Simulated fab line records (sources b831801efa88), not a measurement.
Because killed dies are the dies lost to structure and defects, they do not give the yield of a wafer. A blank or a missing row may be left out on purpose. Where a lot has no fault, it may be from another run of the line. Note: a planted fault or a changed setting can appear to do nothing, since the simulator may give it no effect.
fab line records ; flow sky130
record: lots: 14; wafers: 42; lastDay: 50
route steps=708 shown RES_PROTECT@214 POLY_GATE@229 LDD_HVN@276 METAL3@562
lots with no fault: from the same line, run without faults
startH: hours from the record's opening day to when the first of the lot's shown wafers began ; waitH: time in hours since the lot's previous step ; " as in the row above ; L1.1+2: a row that stands for several wafers ; - value missing, or start not given ; * or withheld: withheld ; < > ~ a bound
route shown NAME@n: names a module that has steps shown in the file, with the first one's number in the route ; usual: the fault-free wafers' mean and standard deviation ; same: alike in all rows ; chamber/n: place in a boat ; sites: readings site by site ; _std_site: the standard deviation of these ; _edge_site: inner sites' mean taken away from outer sites' mean ; radiusMm: for every site, how far away it sits from the centre of the wafer ; mask NAME#n: copy n ; behind: the tool/chamber that last shaped the wafer ; hold: why the lot was held/for how many hours/how that ended ; device: whichever transistor did not switch (one of n, p or np) ; end of line: tests of these same wafers at the route's end ; a step with no rows: only its recipe ; killed: dies lost to structure and defects at the first sort, not the wafer's yield ; map: a wafer's dies, x killed, . not, _ none there
set.NAME: the setting as run; set.NAME@STEP: as run at that earlier step ; model.NAME: the simulator's own value behind a step, which no gauge read
the route's steps for a sample of lots (tables are steps, rows are wafers)
services: the hour from which a tool's chamber was out of use, counted from the record's first day as startH (under 0 if before that day), plus the number of hours and why
== steps ==
step: SKY_RES_PROTECT_STRIP_07
recipe: chemistry: O2/N2; powerW: 1400; pressureMtorr: 1500; platenTempC: withheld; o2FlowSccm: 3000; n2FlowSccm: 300; overashFraction: 0.5
usual: drypumpMotorCurrentA: 5.2/0.36; oesProductAu: 0.517/0.0045; stripTimeToEndpointS: 23.29/0.039
lot.wafer;tool;chamber;startH;waitH;drypumpMotorCurrentA;oesProductAu;rfHoursCounterH;stripTimeToEndpointS
L390.1;plasmaAsher-01;1;333.40;0.2;4.6;0.515;22;23.26
L390.3;plasmaAsher-01;1;333.40;0.2;4.6;0.516;-;23.28
L390.6;plasmaAsher-01;0;333.40;0.2;5.9;0.520;-;23.25
L393.1;plasmaAsher-02;0;359.97;0.1;5.0;0.513;52;23.26
L393.2;plasmaAsher-02;1;359.97;0.1;5.4;0.521;52;23.32
L393.3;plasmaAsher-02;0;359.97;0.1;5.1;0.518;-;23.30
L394.2;plasmaAsher-02;0;371.31;0.1;5.0;0.518;54;23.28
L394.5;plasmaAsher-02;1;371.31;0.1;5.4;0.518;-;23.32
L394.6;plasmaAsher-02;0;371.31;0.1;5.1;0.525;-;23.30
L396.2;plasmaAsher-02;0;393.96;0.1;5.1;0.522;56;23.27
L396.4;plasmaAsher-02;1;393.96;0.1;5.4;0.518;-;23.26
L396.6;plasmaAsher-02;1;393.96;0.1;5.4;0.513;-;23.27
L398.2;plasmaAsher-04;1;413.86;0.1;5.2;0.516;73;23.26
L398.4;plasmaAsher-04;0;413.86;0.1;4.9;0.506;-;23.25
L398.6;plasmaAsher-04;1;413.86;0.1;5.2;0.517;-;23.24
L399.1;plasmaAsher-04;1;419.82;0.1;5.2;0.513;73;23.29
L399.3;plasmaAsher-04;1;419.82;0.1;5.2;0.513;-;23.28
L399.5;plasmaAsher-04;1;419.82;0.1;5.2;0.522;-;23.33
L401.1;plasmaAsher-04;0;435.06;0.1;4.9;0.515;75;23.33
L401.5;plasmaAsher-04;1;435.06;0.1;5.2;0.531;-;23.33
L401.6;plasmaAsher-04;0;435.06;0.1;5.0;0.518;-;23.32
L402.1;plasmaAsher-02;0;448.97;0.1;5.1;0.515;62;23.21
L402.4;plasmaAsher-02;0;448.97;0.1;5.1;0.513;-;23.22
L402.5;plasmaAsher-02;1;448.97;0.1;5.4;0.519;-;23.23
L407.1;plasmaAsher-04;0;486.26;0.1;4.9;0.529;81;23.32
L407.4;plasmaAsher-04;0;486.26;0.1;4.9;0.526;-;23.34
L407.5;plasmaAsher-04;0;486.26;0.1;5.0;0.522;-;23.32
L408.3;plasmaAsher-04;0;492.80;0.1;4.9;0.519;-;23.29
L408.4;plasmaAsher-04;1;492.80;0.1;5.2;0.523;-;23.29
L408.6;plasmaAsher-04;1;492.80;0.1;5.2;0.513;-;23.34
L409.2;plasmaAsher-04;1;511.11;0.1;5.2;0.512;83;23.36
L409.4;plasmaAsher-04;0;511.11;0.1;4.9;0.517;-;23.34
L409.6;plasmaAsher-04;1;511.11;0.1;5.2;0.517;-;23.37
L410.1;plasmaAsher-04;1;529.96;0.1;5.2;0.515;85;23.26
L410.2;plasmaAsher-04;0;529.96;0.1;4.9;0.518;85;23.32
L410.6;plasmaAsher-04;1;529.96;0.1;5.2;0.515;-;23.27
L411.1;plasmaAsher-01;1;540.02;0.1;4.6;0.511;41;23.24
L411.4;plasmaAsher-01;0;540.02;0.1;5.9;0.522;-;23.28
L411.5;plasmaAsher-01;0;540.02;0.1;5.9;0.513;-;23.29
L412.1;plasmaAsher-02;0;540.97;0.1;5.1;0.515;71;23.34
L412.3;plasmaAsher-02;0;540.97;0.1;5.1;0.518;-;23.31
L412.6;plasmaAsher-02;0;540.97;0.1;5.1;0.520;-;23.30
step: SKY_POLY_GATE_ETCH_15
recipe: chemistry: N2/H2; target: BARC; ionEnergyEv: 200; sourceW: 500; biasW: 100; pressureMtorr: 30; n2FlowSccm: 100; h2FlowSccm: 200; stopOn: SiO2; timeS: 118.5; targetDepthA: 1100
usual: drypumpMotorCurrentA: 5.6/0.49; oesProductAu: 0.716/0.0047; throttleValvePct: 13.213/0.0092
lot.wafer;tool;chamber;startH;waitH;drypumpMotorCurrentA;oesProductAu;rfHoursCounterH;throttleValvePct
L390.1;rieDiel-01;1;364.36;0.0;4.6;0.728;60;13.221
L390.3;rieDiel-01;3;364.36;0.0;5.4;0.721;0;13.222
L390.6;rieDiel-01;1;364.36;0.0;4.7;0.714;-;13.223
L393.1;rieDiel-01;3;390.21;0.0;5.4;0.716;1;13.232
L393.2;rieDiel-01;1;390.21;0.0;4.6;0.718;61;13.209
L393.3;rieDiel-01;2;390.21;0.0;5.9;0.714;6;13.200
L394.2;rieDiel-03;1;401.12;0.0;5.2;0.720;46;13.227
L394.5;rieDiel-03;0;401.12;0.0;6.7;0.725;-;13.200
L394.6;rieDiel-03;3;401.12;0.0;6.2;0.707;-;13.214
L396.2;rieDiel-02;2;425.51;0.0;5.7;0.717;14;13.226
L396.4;rieDiel-02;1;425.51;0.0;5.6;0.719;9;13.196
L396.6;rieDiel-02;0;425.51;0.0;6.2;0.720;-;13.222
L398.2;rieDiel-01;1;446.72;0.0;4.6;0.718;63;13.229
L398.4;rieDiel-01;3;446.72;0.0;5.4;0.705;2;13.237
L398.6;rieDiel-01;1;446.72;0.0;4.7;0.718;-;13.221
L399.1;rieDiel-02;0;452.92;0.0;6.2;0.720;1;13.215
L399.3;rieDiel-02;3;452.92;0.0;6.3;0.716;91;13.223
L399.5;rieDiel-02;1;452.92;0.0;5.6;0.720;-;13.222
L401.1;rieDiel-01;0;471.22;0.0;5.6;0.712;7;13.210
L401.5;rieDiel-01;0;471.22;0.0;5.6;0.721;-;13.214
L401.6;rieDiel-01;3;471.22;0.0;5.4;0.710;-;13.216
L402.1;rieDiel-02;3;482.81;0.0;6.3;0.711;91;13.201
L402.4;rieDiel-02;2;482.81;0.0;5.6;0.716;15;13.211
L402.5;rieDiel-02;2;482.81;0.0;5.6;0.717;-;13.216
L407.1;rieDiel-02;1;519.72;0.0;5.6;0.722;11;13.222
L407.4;rieDiel-02;0;519.72;0.0;6.2;0.716;-;13.212
L407.5;rieDiel-02;2;519.72;0.0;5.7;0.712;-;13.210
L408.3;rieDiel-01;0;526.46;0.0;5.6;0.727;9;13.202
L408.4;rieDiel-01;3;526.46;0.0;5.4;0.714;4;13.214
L408.6;rieDiel-01;3;526.46;0.0;5.4;0.718;-;13.204
L409.2;rieDiel-02;1;543.92;0.0;5.6;0.716;11;13.210
L409.4;rieDiel-02;2;543.92;0.0;5.7;0.717;17;13.214
L409.6;rieDiel-02;2;543.92;0.0;5.7;0.712;-;13.219
L410.1;rieDiel-01;0;561.97;0.0;5.6;0.719;9;13.193
L410.2;rieDiel-01;2;561.97;0.0;5.8;0.713;10;13.206
L410.6;rieDiel-01;2;561.97;0.0;5.9;0.710;-;13.212
L411.1;rieDiel-01;1;572.97;0.0;4.7;0.714;65;13.226
L411.4;rieDiel-01;0;572.97;0.0;5.6;0.720;9;13.210
L411.5;rieDiel-01;3;572.97;0.0;5.4;0.720;-;13.227
L412.1;rieDiel-02;2;574.51;0.0;5.7;0.719;17;13.212
L412.3;rieDiel-02;3;574.51;0.0;6.3;0.712;1;13.219
L412.6;rieDiel-02;2;574.51;0.0;5.7;0.711;-;13.223
step: SKY_LDD_HVN_STRIP_09
recipe: chemistry: O2/N2; powerW: 1400; pressureMtorr: 1500; platenTempC: withheld; o2FlowSccm: 3000; n2FlowSccm: 300; overashFraction: 0.5
usual: drypumpMotorCurrentA: 5.2/0.33; oesProductAu: 0.409/0.004; stripTimeToEndpointS: 4.137/0.015
lot.wafer;tool;chamber;startH;waitH;drypumpMotorCurrentA;oesProductAu;rfHoursCounterH;stripTimeToEndpointS
L390.1;plasmaAsher-02;1;458.46;0.1;5.4;0.409;62;4.130
L390.3;plasmaAsher-02;1;458.46;0.1;5.4;0.411;-;4.142
L390.6;plasmaAsher-02;1;458.46;0.1;5.4;0.413;-;4.131
L393.1;plasmaAsher-04;1;491.55;0.1;5.2;0.412;81;4.142
L393.2;plasmaAsher-04;0;491.55;0.1;4.9;0.414;81;4.156
L393.3;plasmaAsher-04;0;491.55;0.1;4.9;0.410;-;4.144
L394.2;plasmaAsher-01;1;497.05;0.1;4.6;0.407;37;4.145
L394.5;plasmaAsher-01;0;497.05;0.1;5.9;0.411;-;4.146
L394.6;plasmaAsher-01;1;497.05;0.1;4.6;0.411;-;4.129
L396.2;plasmaAsher-04;0;523.50;0.1;4.9;0.404;84;4.130
L396.4;plasmaAsher-04;0;523.50;0.1;4.9;0.407;-;4.145
L396.6;plasmaAsher-04;1;523.50;0.1;5.2;0.406;-;4.120
L398.2;plasmaAsher-04;0;544.40;0.1;4.9;0.404;86;4.156
L398.4;plasmaAsher-04;0;544.40;0.1;4.9;0.403;-;4.138
L398.6;plasmaAsher-04;0;544.40;0.1;4.9;0.408;-;4.145
L399.1;plasmaAsher-02;0;549.80;0.1;5.1;0.411;72;4.140
L399.3;plasmaAsher-02;0;549.80;0.1;5.1;0.407;-;4.114
L399.5;plasmaAsher-02;0;549.80;0.1;5.1;0.405;-;4.130
L401.1;plasmaAsher-02;1;568.64;0.1;5.4;0.404;73;4.135
L401.5;plasmaAsher-02;0;568.64;0.1;5.1;0.411;-;4.170
L401.6;plasmaAsher-02;1;568.64;0.1;5.4;0.410;-;4.164
L402.1;plasmaAsher-02;0;578.95;0.1;5.1;0.412;74;4.152
L402.4;plasmaAsher-02;0;578.95;0.1;5.1;0.410;-;4.147
L402.5;plasmaAsher-02;1;578.95;0.1;5.4;0.410;-;4.132
L407.1;plasmaAsher-04;0;614.99;0.1;4.9;0.415;94;4.122
L407.4;plasmaAsher-04;0;614.99;0.1;5.0;0.408;-;4.153
L407.5;plasmaAsher-04;0;614.99;0.1;5.0;0.405;-;4.120
L408.3;plasmaAsher-01;1;620.43;0.1;4.6;0.407;-;4.116
L408.4;plasmaAsher-01;0;620.43;0.1;5.9;0.410;-;4.115
L408.6;plasmaAsher-01;0;620.43;0.1;5.9;0.412;-;4.127
L409.2;plasmaAsher-04;1;635.10;0.1;5.2;0.408;96;4.148
L409.4;plasmaAsher-04;1;635.10;0.1;5.2;0.416;-;4.139
L409.6;plasmaAsher-04;1;635.10;0.1;5.2;0.409;-;4.133
L410.1;plasmaAsher-04;1;653.85;0.1;5.2;0.407;98;4.116
L410.2;plasmaAsher-04;0;653.85;0.1;4.9;0.404;98;4.127
L410.6;plasmaAsher-04;0;653.85;0.1;4.9;0.400;-;4.107
L411.1;plasmaAsher-02;0;664.84;0.1;5.1;0.410;83;4.128
L411.4;plasmaAsher-02;1;664.84;0.1;5.4;0.415;-;4.144
L411.5;plasmaAsher-02;1;664.84;0.1;5.4;0.407;-;4.128
L412.1;plasmaAsher-02;0;665.94;0.1;5.1;0.407;83;4.151
L412.3;plasmaAsher-02;0;665.94;0.1;5.1;0.409;-;4.143
L412.6;plasmaAsher-02;1;665.94;0.1;5.4;0.405;-;4.152
step: SKY_METAL3_DEVELOP_12
recipe: developTimeS: 60; resist: KrF-thick; devTempC: 21
usual: chillPlateTempC: 22.98/0.1; developTimeS: 60/0; exhaustPa: 45.2/0.86
lot.wafer;tool;chamber;startH;waitH;chillPlateTempC;developTimeS;exhaustPa
L390.1;lithoTrack-01;0;908;-;23.07;60;44.7
L390.3;lithoTrack-01;0;908;-;23.07;60;45.2
L390.6;lithoTrack-01;0;908;-;23.05;60;44.8
L393.1;lithoTrack-03;0;931;-;22.92;60;45.7
L393.2;lithoTrack-03;0;931;-;23.01;60;45.8
L393.3;lithoTrack-03;0;931;-;22.86;60;45.1
L394.2;lithoTrack-04;0;936;-;22.89;60;45.0
L394.5;lithoTrack-04;0;936;-;22.97;60;44.6
L394.6;lithoTrack-04;0;936;-;22.97;60;45.3
L396.2;lithoTrack-03;0;957;-;23.05;60;45.9
L396.4;lithoTrack-03;0;957;-;22.79;60;44.8
L396.6;lithoTrack-03;0;957;-;23.02;60;45.7
L398.2;lithoTrack-04;0;971;-;22.79;60;44.4
L398.4;lithoTrack-04;0;971;-;22.92;60;45.3
L398.6;lithoTrack-04;0;971;-;22.94;60;44.5
L399.1;lithoTrack-04;0;979;-;22.82;60;44.8
L399.3;lithoTrack-04;0;979;-;22.87;60;45.5
L399.5;lithoTrack-04;0;979;-;22.80;60;45.5
L401.1;lithoTrack-04;-;991;-;-;-;-
L401.5;lithoTrack-04;-;991;-;-;-;-
L401.6;lithoTrack-04;-;991;-;-;-;-
L402.1;lithoTrack-04;-;1001;-;-;-;-
L402.4;lithoTrack-04;-;1001;-;-;-;-
L402.5;lithoTrack-04;-;1001;-;-;-;-
L407.1;lithoTrack-04;0;1030;-;23.24;60;44.6
L407.4;lithoTrack-04;0;1030;-;23.15;60;44.5
L407.5;lithoTrack-04;0;1030;-;23.11;60;45.0
L408.3;lithoTrack-01;0;1035;-;22.93;60;45.0
L408.4;lithoTrack-01;0;1035;-;23.03;60;45.2
L408.6;lithoTrack-01;0;1035;-;22.92;60;44.3
L409.2;lithoTrack-01;0;1046;-;22.94;60;45.6
L409.4;lithoTrack-01;0;1046;-;23.15;60;46.3
L409.6;lithoTrack-01;0;1046;-;22.91;60;46.5
L410.1;lithoTrack-04;0;1068;-;22.88;60;45.3
L410.2;lithoTrack-04;0;1068;-;23.10;60;43.8
L410.6;lithoTrack-04;0;1068;-;23.00;60;45.2
L411.1;lithoTrack-03;0;1068;-;23.15;60;45.6
L411.4;lithoTrack-03;0;1068;-;23.08;60;45.0
L411.5;lithoTrack-03;0;1068;-;22.93;60;45.7
L412.1;lithoTrack-04;0;1068;-;23.07;60;46.3
L412.3;lithoTrack-04;0;1068;-;22.95;60;46.5
L412.6;lithoTrack-04;0;1068;-;22.96;60;46.4
== services ==
tool;chamber;startH;hours;kind
plasmaAsher-02;-;325.21;14.6;pm
plasmaAsher-02;-;339.81;2.8;pm
plasmaAsher-02;-;342.56;4.3;pm
rieDiel-02;0;360.34;18.2;repair
rieDiel-02;3;371.66;6.3;repair
plasmaAsher-02;-;419.15;1.8;repair
rieDiel-02;1;441.75;4.1;repair
rieDiel-02;-;469.18;2.8;pm
rieDiel-02;1;492.64;1.3;repair
plasmaAsher-02;-;528.27;0.7;repair
rieDiel-02;2;535.68;3.8;repair
rieDiel-01;3;550.73;14.6;repair
rieDiel-01;2;568.91;1.5;repair
rieDiel-01;1;686.70;9.7;repair
rieDiel-01;-;730.91;0.5;repair
plasmaAsher-04;-;733.75;9.0;pm
plasmaAsher-02;-;752.37;9.5;pm
rieDiel-01;3;770.21;16.2;repair
rieDiel-01;2;780.17;17.8;repair
rieDiel-01;3;896.30;2.6;repair
plasmaAsher-02;-;907.05;1.3;repair
rieDiel-01;3;1025.70;4.2;repair
plasmaAsher-02;-;1055.30;9.0;pm
rieDiel-01;2;1066.52;3.4;repair
== key ==
firstSign: step: SKY_METAL3_DEVELOP_12; reading: toolRecord; direction: missing
effect none on later readings
metAt SKY_METAL3_DEVELOP_12
struckLots L401,L402
laterRowsLeftOut L401.1,L401.5,L401.6,L402.1,L402.4,L402.5
sortLeftOut L401.1,L401.5,L401.6,L402.1,L402.4,L402.5
notActingAt SKY_RES_PROTECT_STRIP_07,SKY_POLY_GATE_ETCH_15,SKY_LDD_HVN_STRIP_09
onsetBetween 979 991
fault: kind: skippedStepWhole; tool: lithoTrack-04; chamber: -; onsetH: 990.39; steps: SKY_METAL3_DEVELOP_12; scope: struckLotsOnly
sortLeftOut: the simulated sort isn't trusted on such a fault, so these wafers' sort isn't shown, and their yield isn't known
laterRowsLeftOut: the simulator's readings of these wafers behind a module that went badly wrong aren't trusted and aren't shown, but for the sort
